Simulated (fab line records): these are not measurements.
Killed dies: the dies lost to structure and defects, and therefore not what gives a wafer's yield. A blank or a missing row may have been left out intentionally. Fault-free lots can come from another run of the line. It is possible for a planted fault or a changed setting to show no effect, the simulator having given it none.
Comparing a struck lot with a sound one | flow gf180mcu | 16 out of 602 route steps
Sound: the wafers L311.1, L311.2, L311.3. Struck: wafers L318.1, L318.6. (L318.4 of the same lot was not struck and is left out.) The cause comes at the end.
Per side, at each step with rows, come the tool, then ch with its chambers, and then its first start. Under that, the readings that differ: sound wafers | struck wafers | difference of the means | sigmas: that difference in standard deviations of wafers without a fault.
alike: same words and numbers on both sides, and readings whose means sit less than 2 such deviations apart. not compared: any withheld reading, any reading some wafer has no value for, any bound like >300 that may hide the same value, and any number with overlapping values for which the record gives no deviation.
A row with sigmas, a row that says differs or no value, or rows on one side alone: a step with any of these is where the two part. Non-overlapping numbers with no deviation appear without sigmas and do not part them. A reading missing from all wafers of one side parts the sides only when that side holds two or more wafers.

first, 1 step without rows for these wafers: GF_STI_OXIDATION_01 (stabilise 600 s, purge 300 s, target thk 10 nm).
GF_STI_THK_MEAS_02:
  sound on film_metro-02, day 3 19:38; struck on film_metro-04, day 5 05:31
  alike: STI_OXIDATION_THK
then, 1 step without rows for these wafers: GF_STI_CVD_03 (deposits Si3N4 from DCS/NH3, target thk 207.16 nm, time 3551 s).
GF_STI_THK_MEAS_04:
  sound on film_metro-02, day 3 21:41; struck on film_metro-04, day 5 07:34
  alike: STI_CVD_03_THK
then, 7 steps without rows for these wafers: GF_STI_DEHYDRATE_05 (time 60 s); GF_STI_HMDS_06 (prime time 60 s); GF_STI_COAT_07 (resist thk 700 nm); GF_STI_SOFTBAKE_08 (time 60 s); GF_STI_EXPOSE_09 (exposes mask COMP, target cd 220 nm); GF_STI_PEB_10 (peb time 90 s); GF_STI_DEVELOP_11 (develop time 60 s).
GF_STI_CD_MEAS_12: target cd 220 nm.
  sound on cd_sem-01, day 4 10:53; struck on cd_sem-02, day 5 22:24
  alike: cd_nm
GF_STI_ETCH_13: etches the open film in CHF3/O2, stops on Si, target depth 282.31 nm, time 112.9 s.
  sound on rie_diel-03 ch 0,1,3, day 4 11:01; struck on rie_diel-03 ch 1, day 5 22:31
  reading                              | sound             | struck      | difference | sigmas
  oes_product_au (a.u.)                | 0.831 0.838 0.835 | 0.811 0.814 | -0.022     | -4
  model.KrF_of_STI_COAT_07.thk_nm (nm) | 439.1 442.5 443.2 | 427.9 429.1 | -13.1      |
  alike: drypump_motor_current_A, throttle_valve_pct
  not compared: rf_hours_counter_h
GF_STI_ETCH_14: etches Si in HBr/Cl2/O2, target depth 360 nm, time 102.9 s.
  sound on rie_si-01 ch 1,2,3, day 4 11:05; struck on rie_si-02 ch 3, day 5 22:36
  reading                              | sound           | struck      | difference | sigmas
  model.KrF_of_STI_COAT_07.thk_nm (nm) | 316.7 323 324.3 | 305.8 306.2 | -15.3      |
  alike: drypump_motor_current_A, oes_product_au, throttle_valve_pct
  not compared: rf_hours_counter_h
GF_STI_STRIP_15: strips in O2/N2.
  sound on plasma_asher-01 ch 0,1, day 4 11:10; struck on plasma_asher-03 ch 0,1, day 5 22:41
  reading                      | sound          | struck    | difference | sigmas
  strip_time_to_endpoint_s (s) | 3.69 3.76 3.77 | 3.58 3.59 | -0.15      | -3
  alike: drypump_motor_current_A, heater_power_w, o2_flow_sccm, oes_product_au
  not compared: rf_hours_counter_h
-- the record jumps here: 28 days lie between the struck wafers' starts before and after (it left off in module STI and takes up again in module PASSIVATION, whose first step shown is number 602 of the route) --
GF_PASSIVATION_PROBE_99:
  record: rows for the struck wafers here (prober-01, day 34 06:44), none for the sound ones

## WHERE THEY PART
First at GF_STI_ETCH_13; last, within this record, at GF_PASSIVATION_PROBE_99.

WHY: what had been put in by the simulator
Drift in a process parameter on rie_diel-03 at GF_STI_ETCH_13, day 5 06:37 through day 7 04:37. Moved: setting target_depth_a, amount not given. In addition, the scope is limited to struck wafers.
